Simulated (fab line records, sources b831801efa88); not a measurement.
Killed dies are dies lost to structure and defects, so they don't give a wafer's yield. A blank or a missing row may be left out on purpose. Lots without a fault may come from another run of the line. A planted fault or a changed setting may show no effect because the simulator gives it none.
One fault seen from 2 desks | flow gf180mcu | each desk has only its own numbers; what lay behind them comes last

THE TOOL OWNER'S DESK: pvd_sputter-01
The tool's own readings at GF_V5_SPUTTER_21 (material Ti, target thk 15 nm, time 80.02 s): means of the sampled wafers that have a number, for each lot that ran on this tool. A lot is out of limits, marked OUT, if its mean lies more than 4 standard deviations from the usual mean; the brackets give that distance.
Columns: A = throttle_valve_pct at GF_V5_SPUTTER_21, usual 30.4 %
lot  | first seen here | A
L200 | day 29 19:55    | 31.4
L209 | day 32 08:35    | 31.6
L210 | day 32 16:34    | 31.6
This desk's finding: nothing out of limits on any of the 3 lots.

THE METROLOGY DESK
What the gauges read, lot by lot, whatever tool the lot ran on: means of the sampled wafers that have a number. A lot is out of limits, marked OUT, if its mean lies more than 4 standard deviations from the usual mean; the brackets give that distance.
Columns: A = cd_nm at GF_V5_CD_MEAS_14, usual 260.4 nm; B = V5_OVL at GF_V5_OVL_MEAS_15, usual 0 nm
lot  | first seen here | A     | B
L193 | day 27 19:52    | 260.2 | -6
L200 | day 29 19:05    | 261.3 | -6
L207 | day 31 16:57    | 261.8 | -2
L209 | day 32 07:45    | 257.8 | 3
L210 | day 32 15:44    | 259.1 | -5
L213 | day 33 05:16    | 257.7 | 5
This desk's finding: nothing out of limits on any of the 6 lots.

PUT TOGETHER
The tool owner's desk saw nothing out of limits.
The metrology desk saw nothing out of limits.

WHAT THE SIMULATOR HAD PUT IN
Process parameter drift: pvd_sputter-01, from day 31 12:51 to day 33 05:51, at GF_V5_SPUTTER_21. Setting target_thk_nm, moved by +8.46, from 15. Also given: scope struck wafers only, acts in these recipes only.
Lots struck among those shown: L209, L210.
